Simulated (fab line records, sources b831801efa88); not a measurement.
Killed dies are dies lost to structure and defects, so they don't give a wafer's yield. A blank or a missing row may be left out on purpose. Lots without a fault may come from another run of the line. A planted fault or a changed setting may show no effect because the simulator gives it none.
Which tool did it? | flow gf180mcu | 7 lots, 20 wafers sampled, at 4 steps of a route of 602

WHAT THE GAUGES READ, wafer by wafer
GF_M1_CD_MEAS_14: target cd 230 nm.
lot  | measured     | on        | cd_nm (nm)
L586 | day 17 15:38 | cd_sem-01 | 228.3 229.6 228.3
L594 | day 20 14:22 | cd_sem-02 | 230.3 225.6
L597 | day 21 18:56 | cd_sem-01 | 230.6 230.4 230.0
L601 | day 22 20:28 | cd_sem-02 | 230.9 231.3 230.2
L604 | day 24 02:03 | cd_sem-02 | 229.3 230.6 229.4
L606 | day 24 11:13 | cd_sem-01 | 232.4 232.9 231.9
L608 | day 25 04:02 | cd_sem-01 | 229.9 229.6 230.2

WHICH TOOL RAN EACH LOT (tool, then ch and the chambers of the sampled wafers, then the start)
lot  | GF_CONTACT_STRIP_18                  | GF_CONTACT_CVD_24             | GF_M1_PEB_12
L586 | plasma_asher-03 ch 1, day 16 15:13   | cvd_w-02 ch 0,1, day 16 15:37 | litho_track-04 ch 0, day 17 15:18
L594 | plasma_asher-03 ch 0,1, day 19 13:07 | cvd_w-02 ch 0, day 19 13:31   | litho_track-03 ch 0, day 20 14:01
L597 | plasma_asher-03 ch 0, day 20 17:21   | cvd_w-01 ch 0,1, day 20 17:46 | litho_track-02 ch 0, day 21 18:35
L601 | plasma_asher-03 ch 0,1, day 21 19:34 | cvd_w-02 ch 0,1, day 21 19:59 | litho_track-04 ch 0, day 22 20:07
L604 | plasma_asher-04 ch 0,1, day 23 02:18 | cvd_w-02 ch 0,1, day 23 02:43 | litho_track-04 ch 0, day 24 01:44
L606 | plasma_asher-02 ch 0,1, day 23 11:49 | cvd_w-02 ch 0,1, day 23 12:13 | litho_track-04 ch 0, day 24 10:52
L608 | plasma_asher-04 ch 0,1, day 24 05:02 | cvd_w-01 ch 0,1, day 24 05:26 | litho_track-03 ch 0, day 25 03:43
- GF_CONTACT_STRIP_18: strips in O2/N2.
- GF_CONTACT_CVD_24: deposits W, target thk 300 nm, time 90.339 s.
- GF_M1_PEB_12: peb time 90 s.

THE ANSWER, worked out from the rows above alone
Rule: what is usual is taken from the lots themselves. Put in order of their means at a reading, lots are off if they are a third of the lots or fewer, leave a main group of 4 or more, and stand apart from it by a gap of 3 or more times the standard deviation of the main group's means; of several such gaps the widest counts. A main group whose means are all the same, to the digits that the tables above print for the reading, isn't used. A lot without any number at a reading at which 4 lots or more have one is off too. The other lots that the step has rows for count as sound.
No lot is off at any reading shown: from this, nothing can be told.

WHAT THE SIMULATOR HAD PUT IN
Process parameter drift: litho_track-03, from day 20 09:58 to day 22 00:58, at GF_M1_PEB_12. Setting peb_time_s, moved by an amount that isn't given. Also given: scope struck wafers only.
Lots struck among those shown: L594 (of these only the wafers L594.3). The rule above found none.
